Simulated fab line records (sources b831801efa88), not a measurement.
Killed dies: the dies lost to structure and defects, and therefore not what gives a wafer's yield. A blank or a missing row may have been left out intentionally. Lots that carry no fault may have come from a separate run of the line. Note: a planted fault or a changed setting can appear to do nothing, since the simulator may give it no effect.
One fault through the eyes of 2 desks    flow sky130    each desk has only its own numbers; what lay behind them comes last

## AT THE METROLOGY DESK
Means of the sampled wafers that have a number, per lot and without regard to the tool the lot ran on: this is what the gauges read. If a lot's mean is further than 4 standard deviations from the usual mean, the lot is out of limits and carries the mark OUT (the distance appears in the brackets).
Columns: A = SONOS_ONO_OXIDATION_THK at SKY_SONOS_ONO_THK_MEAS_01, usual 2.59 nm; B = LDD_HVN_TW at SKY_LDD_HVN_TW_MEAS_10, usual 1433; C = LDD_LDN_TW at SKY_LDD_LDN_TW_MEAS_13, usual 1480; D = SD_P_OVL at SKY_SD_P_OVL_MEAS_08, usual 0.5 nm
lot   first seen here  A     B                C     D
L857  day 11 15:27     2.54  1437             1461  -1.9
L858  day 11 20:50     2.63  1424             1472  -0.9
L859  day 12 02:20     2.57  1429             1450  -0.1
L861  day 12 21:10     2.58  1444             1486  0.3
L862  day 13 00:54     2.60  1421             1488  0.8
L866  day 14 11:35     2.59  1418             1486  2.1
L867  day 14 22:54     2.58  1423             1490  -0.5
L868  day 15 10:53     2.64  1420             1490  2.0
L871  day 16 06:19     2.59  1446             1492  1.2
L873  day 17 03:59     2.57  1443             1488  0.6
L876  day 17 20:34     2.62  1366 (-4.8) OUT  1477  0.9
L880  day 19 08:03     2.64  1418             1470  -0.7
L879  day 19 10:20     2.65  1344 (-6.3) OUT  1459  -1.0
This desk's finding: out of limits on L876, L879; first on L876, day 27 04:39 (LDD_HVN_TW at SKY_LDD_HVN_TW_MEAS_10). Within limits: L857, L858, L859, L861, L862, L866, L867, L868, L871, L873, L880.

## DESK OF THE TOOL OWNER: implanter-03
The tool's own readings at SKY_LDD_HVN_IMPLANT_08: means of the sampled wafers that have a number, for each lot that ran on this tool. If a lot's mean is further than 4 standard deviations from the usual mean, the lot is out of limits and carries the mark OUT (the distance appears in the brackets).
Columns: A = beam energy keV at SKY_LDD_HVN_IMPLANT_08, usual 59.998; B = beam on s at SKY_LDD_HVN_IMPLANT_08, usual 9.98 s
lot   first seen here  A                         B
L861  day 22 00:53     60.025                    9.96
L862  day 22 03:49     60.007                    10.02
L867  day 24 06:01     59.994                    9.97
L876  day 27 04:24     48.251 (-99 or more) OUT  10.10
L879  day 28 17:32     48.235 (-99 or more) OUT  9.98
This desk finds L876, L879 out of limits, L876 being first, at day 27 04:24 (beam energy keV at SKY_LDD_HVN_IMPLANT_08). Within limits: L861, L862, L867.

## BROUGHT TOGETHER
The tool owner's desk had the chance to raise an alarm at day 27 04:24 on L876, L879.
Metrology desk: alarm possible at day 27 04:39 on L876, L879.
The lots listed all ran SKY_LDD_HVN_IMPLANT_08 on implanter-03.

## WHAT WAS PUT IN BY THE SIMULATOR
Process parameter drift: implanter-03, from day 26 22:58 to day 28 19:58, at SKY_LDD_HVN_IMPLANT_08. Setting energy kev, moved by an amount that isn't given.
Struck lots among those shown: L876, L879.
Time in hours from fault onset to the first out-of-limits reading at each desk: tool owner's desk 5, metrology desk 6.
